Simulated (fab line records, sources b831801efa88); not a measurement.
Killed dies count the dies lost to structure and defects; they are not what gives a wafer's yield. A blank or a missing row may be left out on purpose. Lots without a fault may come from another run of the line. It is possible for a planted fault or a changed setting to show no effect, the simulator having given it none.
Split-lot study -- flow gf180mcu -- 23 wafers read across 5 lots, on a route 602 steps long

== THE SPLIT ==
At GF_CONTACT_PEB_12 (peb time 90 s), the setting peb-temp-c was moved away from the recipe's 135 C on 11 of the 23 wafers read, by -1.0% to +2.1%. This setting was run at the recipe's value on the other wafers.

== SPLIT TO READING: what lies between them in the file, 1 step ==
- GF_CONTACT_DEVELOP_13: develop time 60 s

== THE READING ==
At GF_CONTACT_CD_MEAS_14: cd-nm in nanometres, against a target cd of 220 nm. Fault-free wafers of this fab line usually give 220.3 nm, standard deviation 1.7 nm.

wafer,"tool, chamber at the split","peb-temp-c as run, C",against the recipe,"cd-nm, nm",against lot-mates on the recipe
L076.1,"litho-track-01, 0",135,recipe,222.9,-
L076.4,"litho-track-01, 0",135,recipe,221.3,-
L076.5,"litho-track-01, 0",135,recipe,223.8,-
L077.1,"litho-track-03, 0",135,recipe,223.1,-
L077.2,"litho-track-03, 0",136.2,+0.9%,227.0,+3.9
L077.3,"litho-track-03, 0",135,recipe,223.1,-
L077.5,"litho-track-03, 0",136.2,+0.9%,226.7,+3.6
L077.6,"litho-track-03, 0",136.2,+0.9%,226.4,+3.3
L081.1,"litho-track-04, 0",137.8,+2.1%,229.3,+8.6
L081.2,"litho-track-04, 0",135,recipe,220.8,-
L081.4,"litho-track-04, 0",135,recipe,220.7,-
L081.5,"litho-track-04, 0",137.8,+2.1%,228.0,+7.2
L081.6,"litho-track-04, 0",137.8,+2.1%,225.5,+4.8
L082.1,"litho-track-01, 0",133.7,-1.0%,214.2,-4.4
L082.2,"litho-track-01, 0",135,recipe,219.5,-
L082.3,"litho-track-01, 0",135,recipe,218.1,-
L082.4,"litho-track-01, 0",135,recipe,218.1,-
L082.5,"litho-track-01, 0",133.7,-1.0%,214.8,-3.8
L083.1,"litho-track-01, 0",135,recipe,217.3,-
L083.2,"litho-track-01, 0",137.3,+1.7%,225.9,+7.4
L083.3,"litho-track-01, 0",137.3,+1.7%,224.8,+6.3
L083.4,"litho-track-01, 0",135,recipe,219.7,-
L083.6,"litho-track-01, 0",137.3,+1.7%,226.3,+7.8

THE FIT
A straight line over all 23 wafers: cd-nm changes by +3.83 nm for each +1% of peb-temp-c; r = +0.85; the points scatter about the line by 2.2 nm.
The same after taking each lot's own level away (the mean of its wafers on the recipe; 23 wafers): +3.75 nm for each +1%; r = +0.96; scatter 1 nm.
On that fit, the largest move of peb-temp-c shifts the reading by 7.8 nm.
Across the lots, their own levels run from 218.50 to 223.10 nm, a range of 2.7 times the standard deviation given above.
Hence the lot-to-lot level has little effect on the slope; both slopes agree.
Check: +7.6 nm against its lot-mates is what the line predicts for one of the wafers moved furthest among these (+2.1%) when that wafer is left out of the fit. It came out at +8.55 nm against them.

== ADDITIONAL SPLITS CARRIED BY THESE WAFERS ==
These wafers also went through other splits before the reading. Each is held against what the fit with the lots' levels taken away leaves over:
other split on the same wafers,wafers away from the commonest value,r with cd-nm (lot level and that fit taken away)
GF_PSD_EXPOSE_04 dose-mj,6,+0.01
GF_SALICIDE_SPUTTER_03 time-s,9,+0.25
GF_CONTACT_CMP_04 leave-above-ref-nm,10,-0.31

== THE WHOLE CHAIN: every reading that the file lists as answering this split, in the file's order ==
step,what it does,reading,change (the file's fit),r (the file's)
GF_CONTACT_CD_MEAS_14,target cd 220 nm,cd-nm,+3.77 nm for each +1% of the setting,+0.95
GF_CONTACT_ETCH_16,etches BARC in N2/H2,"CONTACT.cd-nm (the simulator's own value, which no gauge read)",+3.72 nm for each +1% of the setting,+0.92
GF_CONTACT_ETCH_17,"etches SiO2 in C4F8/O2/Ar, stops on CoSi2, target depth 860 nm","CONTACT.cd-nm (the simulator's own value, which no gauge read)",+3.77 nm for each +1% of the setting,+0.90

== THE FILE'S OWN FIT ==
cd-nm changes by +3.77 nm for each +1% of peb-temp-c, r = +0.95.
